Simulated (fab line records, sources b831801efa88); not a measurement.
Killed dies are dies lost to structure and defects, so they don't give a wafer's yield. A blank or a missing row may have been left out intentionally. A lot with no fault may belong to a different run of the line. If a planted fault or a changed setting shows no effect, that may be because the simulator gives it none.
The same fault as seen by 2 desks ; flow gf180mcu ; each desk holds nothing but its own numbers, with what lay behind them at the end

## AT THE METROLOGY DESK
What the gauges read, lot by lot, whatever tool the lot ran on: means of the sampled wafers that have a number. The brackets show how far a lot's mean lies from the usual mean; more than 4 standard deviations puts the lot out of limits, marked OUT.
Columns: A = SAB_OVL at GF_SAB_OVL_MEAS_10, usual 0.0 nm
lot;first seen here;A
L730;day 15 08:19;-1.2
L731;day 15 21:29;-1.7
L732;day 16 10:41;1.6
L733;day 16 19:08;1.5
L734;day 17 02:56;0.9
L735;day 17 08:20;1.8
L736;day 17 16:36;-0.5
L737;day 18 03:26;-1.1
L739;day 18 21:44;0.4
L740;day 19 11:59;0.2
L741;day 19 22:05;-0.1
L742;day 20 01:00;-0.5
L750;day 22 19:20;0.3
L751;day 23 00:06;0.2
L752;day 23 04:40;1.2
This desk's finding: nothing out of limits on any of the 15 lots.

## TOOL OWNER'S DESK, cmp-02
The tool's own readings at GF_CONTACT_CMP_27 (polishes, stops on SiO2, t overpolish 15 s, target thk 0 nm): means of the sampled wafers that have a number, for each lot that ran on this tool. The brackets show how far a lot's mean lies from the usual mean; more than 4 standard deviations puts the lot out of limits, marked OUT.
Columns: A = motor_current_A at GF_CONTACT_CMP_27, usual 10.7 A; B = overpolish_run_s at GF_CONTACT_CMP_27, usual 15.000 s; C = time_to_endpoint_s at GF_CONTACT_CMP_27, usual 72 s
lot;first seen here;A;B;C
L730;day 16 09:19;11.3;14.990;75
L732;day 17 11:52;11.5;15.004;73
L734;day 18 04:28;10.8;15.001;76
L736;day 18 18:35;11.3;14.996;75
L739;day 20 00:16;11.0;14.992;69
L742;day 21 03:13;11.0;15.000;72
L750;day 23 20:15;10.7;0.042 (-99 or more) OUT;114 (+10) OUT
L751;day 24 01:30;11.1;7.513 (-99 or more) OUT;95 (+5.6) OUT
L752;day 24 05:51;11.1;0.037 (-99 or more) OUT;115 (+10) OUT
This desk's finding: out of limits on L750, L751, L752; first on L750, day 23 20:15 (overpolish_run_s at GF_CONTACT_CMP_27). L730, L732, L734, L736, L739, L742 stayed within limits.

## PUT TOGETHER
An alarm could have come from the tool owner's desk at day 23 20:15, on L750, L751, L752.
The metrology desk saw nothing out of limits.
The metrology desk has L750, L751, L752 on record, within its limits.
GF_CONTACT_CMP_27 was run on cmp-02 by each of the lots named.

## WHAT HAD BEEN PUT IN BY THE SIMULATOR
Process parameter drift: cmp-02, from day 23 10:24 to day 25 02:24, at GF_CONTACT_CMP_27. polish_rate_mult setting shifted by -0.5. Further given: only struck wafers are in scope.
Struck lots among those shown: L750, L751, L752.
How many hours passed from the start of the fault until each desk's first out-of-limits reading: the tool owner's desk, 10.
